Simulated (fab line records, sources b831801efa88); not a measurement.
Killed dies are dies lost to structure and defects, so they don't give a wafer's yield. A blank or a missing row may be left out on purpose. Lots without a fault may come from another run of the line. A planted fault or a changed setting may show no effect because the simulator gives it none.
fab line records | flow sky130
record lots=6 wafers=18 last_day=49
route steps=708 shown METAL3@556 VIA3@573 PAD_OPEN@708
lots that met no fault: from a run of the same line without faults
start_h: hours from the record's first day to the start of the lot's first wafer shown | wait_h: hours since the lot's step before | " the same as in the row above | L1.1+2: a row that stands for several wafers | - no value, or no start given | * or withheld: withheld | < > ~ a bound
route shown NAME@n: a module of which the file shows steps, and the number in the route of the first | usual: mean/standard deviation of fault-free wafers | same: alike in all rows | chamber/n: place in a boat | sites: the reading at each site | _std_site: their standard deviation | _edge_site: outer sites' mean less inner sites' | radius_mm: how far each site lies from the wafer's centre | mask NAME#n: copy n | behind: the tool/chamber that last shaped the wafer | hold: why the lot was held/for how many hours/how that ended | device: the transistor (n, p or np) that didn't switch | end of line: the same wafers' tests at the end of the route | a step without rows: its recipe alone | killed: dies lost to structure and defects at the first sort, not the wafer's yield | map: a wafer's dies, x killed, . not, _ none there
set.NAME: the setting as run; set.NAME@STEP: as run at that earlier step | model.NAME: the simulator's own value behind a step, which no gauge read
lots at some steps of the route; a table a step, a row a wafer
services: from which hour (start_h, from the record's first day; less than 0 if before it) a tool's chamber was out of use, for how many hours, and why
## steps
# step SKY_METAL3_HMDS_06
# recipe prime_time_s=60 prime_temp_c=120
# step SKY_METAL3_COAT_07
# recipe resist=BARC temp_c=withheld time_s=withheld spin_rpm=3000 resist_thk_nm=60
# step SKY_METAL3_COAT_08
# recipe resist=KrF-thick spin_rpm=3000 resist_thk_nm=1140
# step SKY_METAL3_SOFTBAKE_09
# recipe temp_c=100 time_s=90 resist=KrF-thick
# step SKY_METAL3_EXPOSE_10
# recipe mask_id=MM3 na=0.68 source_shape=annular sigma_inner=0.4 sigma_outer=0.8 target_cd_nm=300 dose_mj=28
# step SKY_METAL3_PEB_11
# recipe peb_temp_c=withheld peb_time_s=withheld resist=KrF-thick
# step SKY_METAL3_DEVELOP_12
# recipe develop_time_s=60 resist=KrF-thick dev_temp_c=21
# step SKY_METAL3_CD_MEAS_13
# recipe target_cd_nm=300
# usual cd_nm=300.4/1.3
# columns lot.wafer tool chamber start_h wait_h cd_nm
L259.1 cd_sem-01 - 932.55 - 300.0
L259.3 " - " " 299.6
L259.4 " - " " 299.3
L261.4 cd_sem-02 - 961.74 - 301.4
L261.5 " - " " 302.6
L261.6 " - " " 302.4
L263.1 cd_sem-02 - 963.78 - 300.2
L263.5 " - " " 300.5
L263.6 " - " " 300.7
L266.1 cd_sem-02 - 994.63 - 299.8
L266.4 " - " " 299.4
L266.6 " - " " 298.8
L272.4 cd_sem-02 - 1016.56 - 302.0
L272.5 " - " " 301.7
L272.6 " - " " 302.5
L273.3 cd_sem-01 - 1022.94 - 300.8
L273.5 " - " " 299.4
L273.6 " - " " 299.1
# step SKY_METAL3_OVL_MEAS_14
# usual METAL3_OVL=3/5.1
# columns lot.wafer tool chamber start_h wait_h METAL3_OVL[nm]
L259.1 overlay-01 - 932.67 0.1 -6
L259.3 " - " " -5
L259.4 " - " " -1
L261.4 overlay-01 - 961.82 0.1 12
L261.5 " - " " 6
L261.6 " - " " 15
L263.1 overlay-02 - 963.90 0.1 10
L263.5 " - " " 5
L263.6 " - " " 9
L266.1 overlay-01 - 994.75 0.1 3
L266.4 " - " " 2
L266.6 " - " " 7
L272.4 overlay-01 - 1016.64 0.1 -1
L272.5 " - " " 1
L272.6 " - " " 6
L273.3 overlay-02 - 1023.03 0.1 1
L273.5 " - " " 4
L273.6 " - " " -3
# step SKY_METAL3_DESCUM_15
# recipe chemistry=O2 source_power_w=150 bias_power_w=0 pressure_mtorr=10 temp_c=40 time_s=8
# step SKY_METAL3_ETCH_16
# recipe chemistry=N2/H2 target=BARC ion_energy_ev=200 bias_w=100 pressure_mtorr=30 n2_flow_sccm=100 h2_flow_sccm=200 icp_w=500 stop_on=SiO2 time_s=88.2 target_depth_a=600
# step SKY_METAL3_ETCH_17
# recipe target=SiO2 stop_on=TiN chemistry=C4F8/O2/Ar source_w=1500 bias_w=1200 pressure_mtorr=40 c4f8_flow_sccm=withheld O2_flow_sccm=6 Ar_flow_sccm=300 time_s=3.9 target_depth_a=150
# step SKY_METAL3_METAL_ETCH_18
# recipe target_depth_a=8450 stop_on=SiO2 over_etch_frac=0.3 time_s=183.1 chemistry=Cl2/BCl3 resist_sidewall_deg=88 pressure_mtorr=10 icp_w=900 bias_w=48.5 Cl2_flow_sccm=60 bcl3_flow_sccm=30
# usual drypump_motor_current_A=5.5/0.34 oes_product_au=0.865/0.0066 rf_fwd_power_W=897/3 throttle_valve_pct=22.265/0.0077
# columns lot.wafer tool chamber start_h wait_h drypump_motor_current_A oes_product_au rf_fwd_power_W rf_hours_counter_h throttle_valve_pct
L259.1 rie_metal-04 0 932.85 0.0 5.7 0.872 894 1 22.275
L259.3 " 1 " " 5.8 0.868 898 - 22.253
L259.4 " 0 " " 5.7 0.855 893 - 22.258
L261.4 rie_metal-03 1 962.04 0.1 5.1 0.863 902 - 22.269
L261.5 " 1 " " 5.1 0.871 899 - 22.275
L261.6 " 0 " " 5.6 0.869 898 - 22.273
L263.1 rie_metal-03 1 964.21 0.0 5.1 0.865 898 12 22.262
L263.5 " 0 " " 5.5 0.860 897 - 22.271
L263.6 " 1 " " 5.1 0.864 902 - 22.269
L266.1 rie_metal-03 1 994.94 0.0 5.1 0.864 895 13 22.269
L266.4 " 1 " " 5.1 0.878 897 - 22.252
L266.6 " 0 " " 5.6 0.863 893 - 22.262
L272.4 rie_metal-03 1 1016.86 0.1 5.1 0.865 899 - 22.247
L272.5 " 1 " " 5.1 0.857 900 - 22.258
L272.6 " 0 " " 5.5 0.863 898 - 22.271
L273.3 rie_metal-03 0 1023.39 0.1 5.5 0.860 896 - 22.272
L273.5 " 1 " " 5.1 0.865 896 - 22.268
L273.6 " 0 " " 5.5 0.862 895 - 22.269
# step SKY_METAL3_STRIP_19
# recipe chemistry=O2/N2 power_w=1400 pressure_mtorr=1500 platen_temp_c=withheld o2_flow_sccm=3000 n2_flow_sccm=300 overash_fraction=0.5
# usual drypump_motor_current_A=5.89/0.21 oes_product_au=0.502/0.0052 strip_time_to_endpoint_s=6.51/0.097
# columns lot.wafer tool chamber start_h wait_h drypump_motor_current_A oes_product_au rf_hours_counter_h strip_time_to_endpoint_s
L259.1 plasma_asher-04 1 933.03 0.1 6.35 0.505 112 6.56
L259.3 " 0 " " 5.72 0.500 - 6.41
L259.4 " 1 " " 6.32 0.498 - 6.58
L261.4 plasma_asher-03 0 962.20 0.1 5.70 0.503 - 6.44
L261.5 " 1 " " 5.82 0.500 - 6.51
L261.6 " 0 " " 5.70 0.502 - 6.49
L263.1 plasma_asher-02 1 964.39 0.1 5.86 0.500 21 6.47
L263.5 " 0 " " 5.82 0.504 - 6.45
L263.6 " 1 " " 5.86 0.499 - 6.47
L266.1 plasma_asher-03 0 995.11 0.1 5.72 0.499 80 6.35
L266.4 " 1 " " 5.85 0.494 - 6.36
L266.6 " 1 " " 5.86 0.497 - 6.29
L272.4 plasma_asher-03 0 1017.01 0.1 5.75 0.498 - 6.42
L272.5 " 0 " " 5.69 0.503 - 6.49
L272.6 " 1 " " 5.84 0.505 - 6.39
L273.3 plasma_asher-03 0 1023.54 0.1 5.68 0.509 - 6.52
L273.5 " 0 " " 5.68 0.495 - 6.52
L273.6 " 1 " " 5.87 0.505 - 6.49
# step SKY_METAL3_STRIP_20
# recipe chemistry=post_etch_residue_remover time_s=1200 temp_c=72.5
# step SKY_METAL3_CLEAN_21
# recipe chemistry=IPA time_s=180 temp_c=25
# step SKY_METAL3_CLEAN_22
# recipe chemistry=O3/DIW dry=n2_spin
# step SKY_VIA3_HDPCVD_00
# recipe material=SiO2 target_thk_nm=1635 sigma_open_frac=0.3 time_s=272.5 temp_c=400 sih4_flow_sccm=60 pressure_mtorr=6
# step SKY_VIA3_THK_MEAS_01
# recipe reads=SiO2_of_VIA3_HDPCVD_00
# usual VIA3_HDPCVD_THK=1638/20
# columns lot.wafer tool chamber start_h wait_h VIA3_HDPCVD_THK[nm]
L259.1 film_metro-03 - 933.88 0.1 1644
L259.3 " - " " 1600
L259.4 " - " " 1608
L261.4 film_metro-03 - 962.96 0.0 1643
L261.5 " - " " 1656
L261.6 " - " " 1653
L263.1 film_metro-01 - 965.28 0.1 1659
L263.5 " - " " 1653
L263.6 " - " " 1664
L266.1 film_metro-02 - 996.12 0.1 1600
L266.4 " - " " 1605
L266.6 " - " " 1626
L272.4 film_metro-01 - 1017.95 0.1 1659
L272.5 " - " " 1681
L272.6 " - " " 1631
L273.3 film_metro-01 - 1024.29 0.1 1633
L273.5 " - " " 1656
L273.6 " - " " 1624
# step SKY_VIA3_CMP_02
# recipe material=SiO2 down_force_psi=4 platen_rpm=60 pad_velocity_m_s=0.94248
# usual motor_current_A=11.8/1.1 slurry_flow_ml_min=149.9/0.43
# columns lot.wafer tool chamber start_h wait_h motor_current_A slurry_flow_ml_min
L259.1 cmp-02 3 934.16 0.3 11.2 149.5
L259.4 " 0 " " 12.9 150.6
L259.3 " 1 " " 14.1 150.4
L261.4 cmp-01 0 963.15 0.2 11.3 150.2
L261.6 " 1 " " 11.8 150.8
L261.5 " 2 " " 11.1 149.7
L263.1 cmp-02 3 965.34 0.1 10.9 150.5
L263.5 " 3 " " 11.5 150.6
L263.6 " 0 " " 12.5 149.5
L266.4 cmp-01 2 996.23 0.1 11.1 149.6
L266.1 " 3 " " 13.0 150.0
L266.6 " 1 " " 11.1 149.9
L272.4 cmp-02 1 1017.98 0.0 14.1 151.0
L272.6 " 1 " " 13.6 149.9
L272.5 " 2 " " 9.5 149.8
L273.3 cmp-02 2 1024.62 0.3 9.6 150.5
L273.5 " 1 " " 13.6 149.9
L273.6 " 2 " " 10.0 150.2
# step SKY_VIA3_BOW_MEAS_03
# recipe mode=bow
# usual VIA3_BOW=78/7.2
# columns lot.wafer tool chamber start_h wait_h VIA3_BOW[um]
L259.1 film_metro-01 - 934.46 0.2 74
L259.3 " - " " 79
L259.4 " - " " 72
L261.4 film_metro-01 - 963.37 0.2 80
L261.5 " - " " 85
L261.6 " - " " 86
L263.1 film_metro-03 - 965.64 0.2 75
L263.5 " - " " 69
L263.6 " - " " 76
L266.1 film_metro-03 - 996.48 0.1 73
L266.4 " - " " 69
L266.6 " - " " 86
L272.4 film_metro-02 - 1018.34 0.3 64
L272.5 " - " " 82
L272.6 " - " " 74
L273.3 film_metro-02 - 1024.91 0.2 85
L273.5 " - " " 87
L273.6 " - " " 80
# step SKY_VIA3_DEHYDRATE_04
# recipe temp_c=200 time_s=60
# step SKY_VIA3_HMDS_05
# recipe prime_time_s=60 prime_temp_c=120
# step SKY_VIA3_COAT_06
# recipe resist=BARC temp_c=withheld time_s=withheld spin_rpm=3000 resist_thk_nm=60
# step SKY_VIA3_COAT_07
# recipe resist=KrF-thick spin_rpm=3000 resist_thk_nm=450
# step SKY_VIA3_SOFTBAKE_08
# recipe temp_c=100 time_s=90 resist=KrF-thick
# step SKY_VIA3_EXPOSE_09
# recipe mask_id=VIM3 na=0.8 source_shape=annular sigma_inner=0.55 sigma_outer=0.85 target_cd_nm=200 dose_mj=38
# step SKY_VIA3_PEB_10
# recipe peb_temp_c=withheld peb_time_s=withheld resist=KrF-thick
# step SKY_VIA3_DEVELOP_11
# recipe develop_time_s=60 resist=KrF-thick dev_temp_c=21
# step SKY_VIA3_CD_MEAS_12
# recipe target_cd_nm=200
# usual cd_nm=200.5/1.3
# columns lot.wafer tool chamber start_h wait_h cd_nm
L259.1 cd_sem-01 - 958.66 - 200.4
L259.3 " - " " 200.4
L259.4 " - " " 201.7
L261.4 cd_sem-02 - 986.74 - 199.2
L261.5 " - " " 198.8
L261.6 " - " " 199.9
L263.1 cd_sem-01 - 988.66 - 200.2
L263.5 " - " " 200.2
L263.6 " - " " 198.9
L266.1 cd_sem-01 - 1019.40 - 201.5
L266.4 " - " " 200.7
L266.6 " - " " 202.2
L272.4 cd_sem-01 - 1041.24 - 200.4
L272.5 " - " " 200.0
L272.6 " - " " 200.1
L273.3 cd_sem-02 - 1047.47 - 202.3
L273.5 " - " " 201.1
L273.6 " - " " 201.1
# step SKY_VIA3_OVL_MEAS_13
# usual VIA3_OVL=3/5.3
# columns lot.wafer tool chamber start_h wait_h VIA3_OVL[nm]
L259.1 overlay-01 - 958.78 0.1 11
L259.3 " - " " 10
L259.4 " - " " 1
L261.4 overlay-01 - 986.82 0.1 9
L261.5 " - " " 7
L261.6 " - " " 4
L263.1 overlay-02 - 988.78 0.1 4
L263.5 " - " " -6
L263.6 " - " " -6
L266.1 overlay-01 - 1019.52 0.1 2
L266.4 " - " " 1
L266.6 " - " " 1
L272.4 overlay-02 - 1041.32 0.1 -6
L272.5 " - " " -4
L272.6 " - " " -6
L273.3 overlay-02 - 1047.56 0.1 5
L273.5 " - " " 3
L273.6 " - " " -6
# step SKY_VIA3_ETCH_14
# recipe chemistry=N2/H2 target=BARC ion_energy_ev=200 source_w=500 bias_w=100 pressure_mtorr=30 n2_flow_sccm=100 h2_flow_sccm=200 stop_on=SiO2 time_s=45.9 target_depth_a=600
# step SKY_VIA3_ETCH_15
# recipe target=SiO2 chemistry=C4F8/O2/Ar target_depth_nm=507 stop_on=TiN mask_material=KrF-thick source_w=1500 bias_w=1200 pressure_mtorr=40 c4f8_flow_sccm=withheld O2_flow_sccm=6 Ar_flow_sccm=300 time_s=78
# usual oes_product_au=0.947/0.0047 rf_fwd_power_W=1491/4.9
# columns lot.wafer tool chamber start_h wait_h oes_product_au rf_fwd_power_W rf_hours_counter_h
L259.1 rie_diel-01 2 958.86 0.0 0.947 1499 1
L259.3 " 0 " " 0.954 1492 18
L259.4 " 3 " " 0.949 1492 16
L261.4 rie_diel-04 3 986.88 0.0 0.951 1483 21
L261.5 " 2 " " 0.948 1495 -
L261.6 " 3 " " 0.946 1487 -
L263.1 rie_diel-04 1 988.86 0.0 0.946 1496 25
L263.5 " 2 " " 0.943 1490 -
L263.6 " 3 " " 0.951 1496 -
L266.1 rie_diel-04 1 1019.60 0.0 0.943 1490 26
L266.4 " 3 " " 0.944 1479 22
L266.6 " 2 " " 0.945 1499 -
L272.4 rie_diel-03 3 1041.38 0.0 0.946 1494 13
L272.5 " 0 " " 0.950 1494 -
L272.6 " 1 " " 0.953 1492 -
L273.3 rie_diel-03 3 1047.63 0.0 0.947 1496 13
L273.5 " 0 " " 0.948 1489 -
L273.6 " 3 " " 0.951 1494 -
# step SKY_VIA3_STRIP_16
# recipe chemistry=O2/N2 power_w=1400 pressure_mtorr=1500 platen_temp_c=withheld o2_flow_sccm=3000 n2_flow_sccm=300 overash_fraction=0.5
# usual drypump_motor_current_A=5.8/0.3 oes_product_au=0.402/0.0051 strip_time_to_endpoint_s=4.139/0.022
# columns lot.wafer tool chamber start_h wait_h drypump_motor_current_A oes_product_au rf_hours_counter_h strip_time_to_endpoint_s
L259.1 plasma_asher-04 0 958.92 0.0 5.8 0.385 115 4.120
L259.3 " 1 " " 6.3 0.402 - 4.114
L259.4 " 0 " " 5.8 0.392 - 4.101
L261.4 plasma_asher-04 0 986.97 0.1 5.8 0.401 - 4.125
L261.5 " 0 " " 5.8 0.406 - 4.089
L261.6 " 1 " " 6.4 0.403 - 4.081
L263.1 plasma_asher-01 1 988.92 0.0 5.4 0.398 58 4.162
L263.5 " 0 " " 5.5 0.403 - 4.127
L263.6 " 1 " " 5.4 0.403 - 4.147
L266.1 plasma_asher-02 1 1019.66 0.0 5.8 0.393 27 4.133
L266.4 " 0 " " 5.8 0.392 - 4.137
L266.6 " 0 " " 5.8 0.403 - 4.132
L272.4 plasma_asher-04 1 1041.47 0.1 6.3 0.400 - 4.118
L272.5 " 1 " " 6.3 0.396 - 4.131
L272.6 " 0 " " 5.8 0.402 - 4.116
L273.3 plasma_asher-01 1 1047.72 0.1 5.4 0.399 - 4.128
L273.5 " 0 " " 5.5 0.395 - 4.159
L273.6 " 1 " " 5.4 0.400 - 4.146
# step SKY_VIA3_STRIP_17
# recipe chemistry=post_etch_residue_remover time_s=1200 temp_c=72.5
# step SKY_VIA3_CLEAN_18
# recipe chemistry=IPA time_s=180 temp_c=25
# step SKY_VIA3_CLEAN_19
# recipe chemistry=O3/DIW dry=n2_spin
# step SKY_VIA3_SPUTTER_20
# recipe material=TiN target_thk_nm=20 chamber_pressure_pa=5 power_w=4000 time_s=80
# step SKY_VIA3_CVD_21
# recipe material=W target_thk_nm=390 time_s=117.31 temp_c=400 pressure_torr=40
# usual heater_power_w=789/88 susceptor_temp_C=400.00/0.22
# columns lot.wafer tool chamber start_h wait_h heater_power_w susceptor_temp_C
L259.1 cvd_w-01 0 959.57 0.0 643 400.40
L259.3 " 0 " " 646 400.14
L259.4 " 0 " " 661 400.22
L261.4 cvd_w-01 0 987.63 0.0 645 400.15
L261.5 " 0 " " 647 400.04
L261.6 " 1 " " 764 399.86
L263.1 cvd_w-01 0 989.57 0.0 647 399.78
L263.5 " 0 " " 650 400.07
L263.6 " 1 " " 764 400.17
L266.1 cvd_w-01 0 1020.35 0.0 651 399.98
L266.4 " 0 " " 637 400.01
L266.6 " 1 " " 776 400.07
L272.4 cvd_w-02 1 1042.13 0.1 876 400.15
L272.5 " 1 " " 903 399.99
L272.6 " 0 " " 807 400.24
L273.3 cvd_w-02 1 1048.39 0.1 887 399.75
L273.5 " 1 " " 890 399.62
L273.6 " 0 " " 800 400.26
# step SKY_VIA3_RS_MEAS_22
# recipe thk_meas_gauge=four-point-probe reads=W_of_VIA3_CVD_21+TiN_of_VIA3_SPUTTER_20
# usual VIA3_W_RS=0.2966/0.0026
# columns lot.wafer tool chamber start_h wait_h VIA3_W_RS[ohm/sq]
L259.1 film_metro-02 - 959.82 0.2 0.2966
L259.3 " - " " 0.2958
L259.4 " - " " 0.2966
L261.4 film_metro-03 - 987.77 0.1 0.2937
L261.5 " - " " 0.2962
L261.6 " - " " 0.2969
L263.1 film_metro-01 - 989.69 0.1 0.2953
L263.5 " - " " 0.2932
L263.6 " - " " 0.2932
L266.1 film_metro-02 - 1020.47 0.1 0.2939
L266.4 " - " " 0.2936
L266.6 " - " " 0.2964
L272.4 film_metro-02 - 1042.28 0.1 0.2992
L272.5 " - " " 0.2978
L272.6 " - " " 0.2986
L273.3 film_metro-03 - 1048.51 0.1 0.2984
L273.5 " - " " 0.2961
L273.6 " - " " 0.2981
# step SKY_VIA3_THK_MEAS_23
# recipe thk_meas_gauge=xrf reads=W_of_VIA3_CVD_21
# usual VIA3_W_THK=372/4.6
# columns lot.wafer tool chamber start_h wait_h VIA3_W_THK[nm]
L259.1 film_metro-02 - 959.94 0.1 371
L259.3 " - " " 374
L259.4 " - " " 372
L261.4 film_metro-03 - 987.86 0.1 378
L261.5 " - " " 372
L261.6 " - " " 373
L263.1 film_metro-01 - 989.81 0.1 374
L263.5 " - " " 374
L263.6 " - " " 375
L266.1 film_metro-02 - 1020.59 0.1 380
L266.4 " - " " 380
L266.6 " - " " 377
L272.4 film_metro-02 - 1042.37 0.1 373
L272.5 " - " " 375
L272.6 " - " " 375
L273.3 film_metro-03 - 1048.61 0.1 369
L273.5 " - " " 374
L273.6 " - " " 372
# step SKY_VIA3_CMP_24
# recipe stop_on=SiO2 t_overpolish_s=20 down_force_psi=3.5 platen_rpm=60 target_thk_nm=0 pad_velocity_m_s=0.94248
# step SKY_PAD_OPEN_PROBE_99
# usual defect_limited_yield=82.5/1.9 killed_at_M0_to_M3=43/6.8 killed_at_M4_up=3.0/1.6 killed_at_contacts=25/6 killed_at_front_end=15/4.4 killed_at_other=0.3/0.52 killed_dies=86/9.6 killed_open=47/6.7 killed_short=39/6.8 sort_bin_3_pad_short=0.9/0.43 sort_bin_5_function=10.3/1.5 sort_bin_6_memory=6.3/1.1 sort_n_pass=406/9.6 sort_yield_pct=82.5/1.9
# same gross_dies=492 killed_at_back_side=0 sort_bin_4_leakage[%]=0 sort_bin_8_speed[%]=0
# columns lot.wafer tool chamber start_h wait_h defect_limited_yield[%] killed_at_M0_to_M3 killed_at_M4_up killed_at_contacts killed_at_front_end killed_at_other killed_dies killed_open killed_short sort_bin_3_pad_short[%] sort_bin_5_function[%] sort_bin_6_memory[%] sort_n_pass sort_yield_pct[%] model.etest.tester.sort_n_pass model.etest.tester.sort_yield_pct model.etest.tester.sort_bin_5_pct model.etest.tester.sort_bin_3_pct
L259.1 prober-01 - 1102.13 0.1 85.0 48 3 14 8 1 74 34 40 0.6 8.1 6.3 418 85.0 418 84.96 8.13 0.6098
L259.3 prober-01 - 1102.23 0.2 83.9 42 3 20 14 0 79 45 33 1.0 10.6 4.5 413 83.9 413 83.94 10.57 1.016
L259.4 prober-01 - 1102.28 0.2 82.3 46 3 20 18 0 87 53 34 0.6 11.4 5.7 405 82.3 405 82.32 11.38 0.6098
L261.4 prober-02 - 1126.96 0.2 79.7 43 3 37 16 1 100 54 45 1.2 12.2 6.9 392 79.7 392 79.67 12.2 1.22
L261.5 prober-02 - 1127.01 0.2 83.1 37 3 28 15 0 83 48 35 0.8 8.7 7.3 409 83.1 409 83.13 8.74 0.813
L261.6 prober-02 - 1127.06 0.2 81.3 43 1 32 16 0 92 59 33 1.6 10.8 6.3 400 81.3 400 81.3 10.77 1.626
L263.6 prober-01 - 1127.99 0.2 82.9 41 1 29 12 1 84 49 32 1.6 9.1 6.3 408 82.9 408 82.93 9.146 1.626
L266.4 prober-02 - 1154.50 0.2 81.5 51 5 23 12 0 91 55 36 0.2 12.4 5.9 401 81.5 401 81.5 12.4 0.2033
L266.6 prober-02 - 1154.60 0.2 83.9 36 5 27 10 1 79 44 35 0.4 10.0 5.7 413 83.9 413 83.94 9.959 0.4065
L272.4 prober-02 - 1170.68 0.2 77.4 71 2 30 8 0 111 41 29 3.0 13.6 5.9 381 77.4 381 77.44 13.62 3.049
L272.5 prober-02 - 1170.73 0.2 74.6 78 8 23 15 1 125 43 34 3.0 16.7 5.7 367 74.6 367 74.59 16.67 3.049
L273.3 prober-01 - 1174.50 0.2 80.7 57 4 27 7 0 95 60 35 0.8 10.6 7.9 397 80.7 397 80.69 10.57 0.813
L273.5 prober-01 - 1174.60 0.2 72.8 89 4 24 17 0 134 39 44 4.1 15.2 7.9 358 72.8 358 72.76 15.24 4.065
L273.6 prober-01 - 1174.65 0.2 84.1 44 4 25 5 0 78 41 36 0.8 8.5 6.5 414 84.1 414 84.15 8.537 0.813
# killed by level:class
L259.1 VIA3:geometric_particle:open=8 VIA2:geometric_particle:open=7 LI_CONTACT:geometric_particle:open=6 METAL2:geometric_particle:short=6 VIA3:geometric_particle:short=6 VIA1:geometric_particle:open=5 VIA2:geometric_particle:short=5 CONTACT:geometric_particle:open=4
L259.3 VIA3:geometric_particle:open=10 LI_CONTACT:geometric_particle:open=8 VIA1:geometric_particle:open=8 CONTACT:geometric_particle:open=6 POLY_GATE:geometric_particle:open=5 VIA1:geometric_particle:short=5 METAL2:geometric_particle:short=4 VIA2:geometric_particle:short=4
L259.4 VIA1:geometric_particle:open=14 VIA3:geometric_particle:open=8 CONTACT:geometric_particle:open=7 VIA1:geometric_particle:short=7 POLY_GATE:geometric_particle:open=5 LI_CONTACT:geometric_particle:short=5 LI_CONTACT:geometric_particle:open=5 METAL1:geometric_particle:short=4
L261.4 CONTACT:geometric_particle:open=12 VIA1:geometric_particle:open=9 VIA1:geometric_particle:short=9 LI_CONTACT:geometric_particle:open=8 CONTACT:geometric_particle:short=8 LI_CONTACT:geometric_particle:short=5 VIA2:geometric_particle:open=5 FIELD_ISO:geometric_particle:open=4
L261.5 VIA1:geometric_particle:open=9 LI_CONTACT:geometric_particle:open=8 CONTACT:geometric_particle:open=7 VIA3:geometric_particle:open=7 FIELD_ISO:geometric_particle:open=5 VIA2:geometric_particle:open=5 CONTACT:geometric_particle:short=5 METAL1:geometric_particle:short=5
L261.6 CONTACT:geometric_particle:open=14 VIA3:geometric_particle:open=9 VIA1:geometric_particle:open=9 LI_CONTACT:geometric_particle:short=8 LI_CONTACT:geometric_particle:open=7 FIELD_ISO:geometric_particle:open=5 VIA2:geometric_particle:open=5 FIELD_ISO:geometric_particle:short=4
L263.6 CONTACT:geometric_particle:open=11 FIELD_ISO:geometric_particle:open=6 LI_CONTACT:geometric_particle:open=6 VIA1:geometric_particle:open=6 VIA2:geometric_particle:open=6 VIA3:geometric_particle:open=6 METAL1:geometric_particle:short=5 VIA1:geometric_particle:short=5
L266.4 VIA1:geometric_particle:open=13 CONTACT:geometric_particle:open=12 VIA2:geometric_particle:open=7 VIA3:geometric_particle:open=7 METAL2:geometric_particle:short=6 FIELD_ISO:geometric_particle:open=5 VIA1:geometric_particle:short=5 LI_CONTACT:geometric_particle:short=4
L266.6 CONTACT:geometric_particle:open=11 LI_CONTACT:geometric_particle:open=7 VIA1:geometric_particle:short=7 VIA3:geometric_particle:open=6 CONTACT:geometric_particle:short=5 VIA2:geometric_particle:open=5 FIELD_ISO:geometric_particle:open=3 POLY_GATE:geometric_particle:short=3
L272.4 METAL3:unspecified=41 LI_CONTACT:geometric_particle:open=11 VIA1:geometric_particle:open=11 CONTACT:geometric_particle:open=6 CONTACT:geometric_particle:short=5 LI_CONTACT:geometric_particle:short=4 LOCAL_INTERCONNECT:geometric_particle:short=4 VIA2:geometric_particle:open=4
L272.5 METAL3:unspecified=47 VIA1:geometric_particle:open=11 CONTACT:geometric_particle:open=9 POLY_GATE:geometric_particle:open=6 METAL4:geometric_particle:short=6 LI_CONTACT:geometric_particle:open=5 METAL1:geometric_particle:short=5 FIELD_ISO:geometric_particle:short=4
L273.3 VIA3:geometric_particle:open=14 CONTACT:geometric_particle:open=13 VIA1:geometric_particle:open=9 LI_CONTACT:geometric_particle:open=8 METAL2:geometric_particle:short=8 VIA2:geometric_particle:open=6 VIA1:geometric_particle:short=5 VIA3:geometric_particle:short=5
L273.5 METAL3:unspecified=51 CONTACT:geometric_particle:open=9 LI_CONTACT:geometric_particle:open=7 VIA2:geometric_particle:open=6 CONTACT:geometric_particle:short=5 METAL1:geometric_particle:short=5 VIA1:geometric_particle:short=5 FIELD_ISO:geometric_particle:open=4
L273.6 CONTACT:geometric_particle:open=10 VIA1:geometric_particle:open=9 VIA1:geometric_particle:short=7 VIA2:geometric_particle:open=5 CONTACT:geometric_particle:short=5 VIA3:geometric_particle:short=5 LI_CONTACT:geometric_particle:open=4 METAL1:geometric_particle:short=4
# map L272.5 (x killed, . not)
__________xxxx......_________
________xxxxxx........_______
______xxxxxxxxx..xxx...._____
_____xxxxxxxxxxx.x.......____
____..xxxxxxxxxx..........___
___.x..xxxxxxxx.xx.xx.....x__
__......x.x.x..xx...x..x...._
_..x......xx....x.....x.x....
_..x......x...x.x..........x.
_...........xxx..x..x..x..x.x
_......................x.....
_..................x.........
_.x.......x.........xx.x.x...
_.xx.....................x...
_..x....xx..x..........xx....
__....x..........x.......x.x_
___...x.....x...x........x.__
____......x.xxx...xx..x.x.___
_____..x....x...x..x.....____
______......x..........._____
________.....xx.x....._______
__________.........._________
# map L273.5 (x killed, . not)
__________xxxx....x._________
________xxxxxxx.....x._______
______xxxxxxxxx..x......_____
_____xxxxxxxxxx....x....x____
____...xxxxxxxx........x..___
___...xxxxxxx.x.......x....__
__.xx..xxxxxxx....xx.......x_
_.........xx.....x........x..
_.x..............xx....x.xx.x
_x.x.....x......x.......x....
_..x..xx.x...x.x.............
_......x..............x..xxx.
_.....x............x.x.......
_x.....x..x....x..x.......x..
_.......x........x...........
__........x....x..x.....x..._
___.................x.xxx.x__
____.xx............x.....x___
_____.x........xxx.x.....____
______xx.x..x..........x_____
________xx..xx.x......_______
__________...x...xx._________
## services
# columns tool chamber start_h hours kind
plasma_asher-02 - 910.70 5.7 repair
cvd_w-01 0 918.00 - clean
cvd_w-01 1 918.00 - clean
rie_metal-04 - 918.65 1.3 repair
cmp-02 - 920.02 6.2 pm
cmp-02 - 926.20 4.0 pm
cmp-02 - 930.20 - consumable_replace:conditioner
cmp-02 - 930.20 - consumable_replace:pad
cmp-01 - 932.08 3.0 repair
cmp-02 - 935.11 6.6 pm
cvd_w-01 1 955.20 10.8 repair
plasma_asher-04 - 957.15 0.3 repair
cvd_w-02 - 962.91 0.6 repair
rie_diel-04 3 966.24 6.9 repair
plasma_asher-01 - 971.88 0.8 repair
rie_diel-04 1 993.94 7.2 repair
rie_diel-04 - 999.06 0.7 repair
plasma_asher-04 - 1012.25 2.1 repair
rie_metal-04 0 1019.67 4.6 repair
rie_metal-03 - 1024.43 2.8 pm
cvd_w-01 1 1038.13 1.4 repair
## key
first_sign step=SKY_PAD_OPEN_PROBE_99 reading=sort_bin_3_pad_short direction=up sigmas=5.9 usual=0.9 struck=3.4
effect step=SKY_PAD_OPEN_PROBE_99 reading=killed_at_M0_to_M3 direction=up sigmas=5.4 usual=43 struck=79
model_effect step=SKY_PAD_OPEN_PROBE_99 value=etest.tester.sort_n_pass without=406 struck=368.7
met_at SKY_METAL3_METAL_ETCH_18
struck_wafers L272.4,L272.5,L273.5
onset_between 994.94 1016.86
fault kind=chamber_particle_source tool=rie_metal-03 chamber=1 onset_h=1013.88 steps=SKY_METAL3_METAL_ETCH_18 rate_per_visit_cm2=1.5255 end_h=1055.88
